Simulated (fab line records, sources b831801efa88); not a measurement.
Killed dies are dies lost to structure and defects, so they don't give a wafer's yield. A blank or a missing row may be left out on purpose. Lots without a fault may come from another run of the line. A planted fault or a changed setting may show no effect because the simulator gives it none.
Which tool did it? | flow sky130 | 13 lots, 39 wafers sampled, at 5 steps of a route of 708

WHAT THE GAUGES READ, wafer by wafer
SKY_VT_ADJUST_HVTP_TW_MEAS_11. Usual: VT_ADJUST_HVTP_TW 1358, standard deviation 12.
lot  | measured     | on            | VT_ADJUST_HVTP_TW | flag
L456 | day 6 01:41  | film_metro-03 | 1373 1378 1369    |
L457 | day 6 03:55  | film_metro-02 | 1363 1360 1354    |
L458 | day 6 10:35  | film_metro-01 | 1353 1350 1350    |
L459 | day 6 17:13  | film_metro-03 | 1373 1369 1375    |
L461 | day 7 05:22  | film_metro-01 | 1338 1340 1342    |
L462 | day 7 12:43  | film_metro-01 | 1351 1346 1344    |
L464 | day 8 18:43  | film_metro-03 | 1381 1380 1380    |
L465 | day 8 21:01  | film_metro-01 | 1355 1353 1353    |
L469 | day 9 09:44  | film_metro-03 | 1374 1370 1370    |
L470 | day 9 16:55  | film_metro-01 | 1342 1338 1341    |
L471 | day 9 22:21  | film_metro-03 | 1386 1374 1374    |
L477 | day 11 13:59 | film_metro-01 | 1397 1399 1398    | OFF
L478 | day 11 19:55 | film_metro-01 | 1396 1399 1403    | OFF

SKY_CONTACT_THK_MEAS_26: measures by xrf. Usual: CONTACT_W_THK 341 nm, standard deviation 4.9.
lot  | measured     | on            | CONTACT_W_THK (nm) | flag
L456 | day 31 07:23 | film_metro-01 | 356 348 355        |
L457 | day 31 12:04 | film_metro-04 | 337 336 336        |
L458 | day 32 00:08 | film_metro-01 | 349 346 345        |
L459 | day 32 07:19 | film_metro-04 | 341 341 340        |
L461 | day 33 01:20 | film_metro-03 | 341 337 339        |
L462 | day 33 10:59 | film_metro-04 | 336 339 333        |
L464 | day 34 22:17 | film_metro-03 | 335 339 336        |
L465 | day 35 13:38 | film_metro-03 | 339 347 339        |
L469 | day 35 22:30 | film_metro-01 | 337 345 337        |
L470 | day 36 03:38 | film_metro-01 | 342 342 349        |
L471 | day 36 13:34 | film_metro-01 | 346 344 343        |
L477 | day 38 05:28 | film_metro-01 | 341 341 344        |
L478 | day 38 13:29 | film_metro-04 | 338 338 344        |

SKY_METAL1_THK_MEAS_06: measures by xrf. Usual: METAL1_ALCU_THK 256.6 nm, standard deviation 2.7.
lot  | measured     | on            | METAL1_ALCU_THK (nm) | flag
L456 | day 31 08:01 | film_metro-04 | 259.3 259.3 263.5    |
L457 | day 31 12:41 | film_metro-01 | 261.0 260.1 252.6    |
L458 | day 32 00:45 | film_metro-04 | 259.5 255.7 254.9    |
L459 | day 32 07:56 | film_metro-04 | 256.9 258.2 259.3    |
L461 | day 33 01:57 | film_metro-02 | 252.4 252.5 250.7    |
L462 | day 33 11:36 | film_metro-02 | 252.5 255.3 256.1    |
L464 | day 34 22:55 | film_metro-04 | 257.8 257.5 257.9    |
L465 | day 35 14:16 | film_metro-01 | 257.3 254.3 253.4    |
L469 | day 35 23:07 | film_metro-04 | 255.5 257.7 257.9    |
L470 | day 36 04:16 | film_metro-04 | 258.6 257.6 259.9    |
L471 | day 36 14:11 | film_metro-01 | 253.3 256.4 257.7    |
L477 | day 38 06:05 | film_metro-04 | 259.1 259.2 257.5    |
L478 | day 38 14:06 | film_metro-04 | 260.3 256.7 256.4    |

SKY_VIA1_THK_MEAS_23: measures by xrf. Usual: VIA1_W_THK 267 nm, standard deviation 3.8.
lot  | measured     | on            | VIA1_W_THK (nm) | flag
L456 | day 33 18:07 | film_metro-02 | 263 263 263     |
L457 | day 33 22:54 | film_metro-03 | 264 266 265     |
L458 | day 34 10:32 | film_metro-01 | 268 267 268     |
L459 | day 34 17:31 | film_metro-01 | 269 269 272     |
L461 | day 35 10:22 | film_metro-03 | 270 264 267     |
L462 | day 35 20:13 | film_metro-03 | 270 270 269     |
L464 | day 37 05:40 | film_metro-03 | 266 268 267     |
L465 | day 37 21:09 | film_metro-03 | 278 273 271     |
L469 | day 38 06:05 | film_metro-01 | 264 262 263     |
L470 | day 38 10:02 | film_metro-03 | 264 266 260     |
L471 | day 38 20:33 | film_metro-02 | 266 267 265     |
L477 | day 40 09:50 | film_metro-03 | 272 272 272     |
L478 | day 40 18:01 | film_metro-02 | 261 259 262     |

WHICH TOOL RAN EACH LOT (tool, then ch and the chambers of the sampled wafers, then the start)
lot  | SKY_VT_ADJUST_HVTP_IMPLANT_09
L456 | implanter-02 ch 0, day 6 01:26
L457 | implanter-02 ch 0, day 6 03:40
L458 | implanter-02 ch 0, day 6 10:22
L459 | implanter-02 ch 0, day 6 16:58
L461 | implanter-01 ch 0, day 7 05:07
L462 | implanter-01 ch 0, day 7 12:28
L464 | implanter-01 ch 0, day 8 18:28
L465 | implanter-01 ch 0, day 8 20:46
L469 | implanter-03 ch 0, day 9 09:31
L470 | implanter-01 ch 0, day 9 16:41
L471 | implanter-01 ch 0, day 9 22:08
L477 | implanter-03 ch 0, day 11 13:46
L478 | implanter-03 ch 0, day 11 19:40
- SKY_VT_ADJUST_HVTP_IMPLANT_09

WHAT THE TOOLS THEMSELVES READ (means of the sampled wafers that have a number; where no wafer has one, the mark that the record gives instead)
SKY_VT_ADJUST_HVTP_IMPLANT_09. Usual: beam_on_s 10.00 s, standard deviation 0.2; dose_ions_cm2 4.3e+12, standard deviation 4.6e+09; faraday_current_uA 24.3, standard deviation 0.49.
lot  | tool         | beam_on_s (s) | dose_ions_cm2 | faraday_current_uA | flag
L456 | implanter-02 | 9.98          | 4.3e+12       | 24.3               |
L457 | implanter-02 | 9.91          | 4.3e+12       | 24.4               |
L458 | implanter-02 | 9.92          | 4.3e+12       | 24.5               |
L459 | implanter-02 | 10.18         | 4.3e+12       | 23.9               |
L461 | implanter-01 | 10.02         | 4.3e+12       | 24.2               |
L462 | implanter-01 | 9.81          | 4.3e+12       | 24.7               |
L464 | implanter-01 | 9.90          | 4.3e+12       | 24.4               |
L465 | implanter-01 | 10.02         | 4.3e+12       | 24.2               |
L469 | implanter-03 | 9.93          | 4.3e+12       | 24.5               |
L470 | implanter-01 | 9.99          | 4.3e+12       | 24.3               |
L471 | implanter-01 | 10.37         | 4.3e+12       | 23.5               |
L477 | implanter-03 | 9.73          | 4.8e+12       | 27.9               | OFF
L478 | implanter-03 | 10.07         | 4.8e+12       | 27.0               | OFF

THE ANSWER, worked out from the rows above alone
Rule: a lot is off if the mean of its wafers that have a number lies more than 3 standard deviations from the usual mean. A lot without any number at a reading at which 4 lots or more have one is off too. The other lots that the step has rows for count as sound. The gauges are gone through in route order, then the tools' own readings, and for those a lot's mean is taken as printed above. The first step at which some lot is off is used, and at that step the reading that is off furthest; a lot without a number counts as furthest.
Off: L477, L478, at SKY_VT_ADJUST_HVTP_TW_MEAS_11 (VT_ADJUST_HVTP_TW).
A tool fits if, at a process step before that reading, it ran every lot that is off, and no sound lot after the first of them. The gauges at SKY_VT_ADJUST_HVTP_TW_MEAS_11 aren't tried: what is off there is off at SKY_VT_ADJUST_HVTP_IMPLANT_09 too, on other tools, and a gauge's error can't cause that. One fits: implanter-03 at SKY_VT_ADJUST_HVTP_IMPLANT_09. Its last sound lot is L469 (day 9 09:31), its first lot that is off L477 (day 11 13:46): a fault that began between those two fits.
The tool's own readings at SKY_VT_ADJUST_HVTP_IMPLANT_09 bear it out: on the lots that are off they differ by more than 5 times the standard deviation of the sound lots' means. dose_ions_cm2 reads 4.8e+12 there against 4.3e+12 on the sound lots; faraday_current_uA reads 27.4 there against 24.3 on the sound lots.

WHAT THE SIMULATOR HAD PUT IN
Process parameter drift: implanter-03, from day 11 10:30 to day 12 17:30, at SKY_VT_ADJUST_HVTP_IMPLANT_09. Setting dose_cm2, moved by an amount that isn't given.
Lots struck among those shown: L477, L478. The rule above found the same.
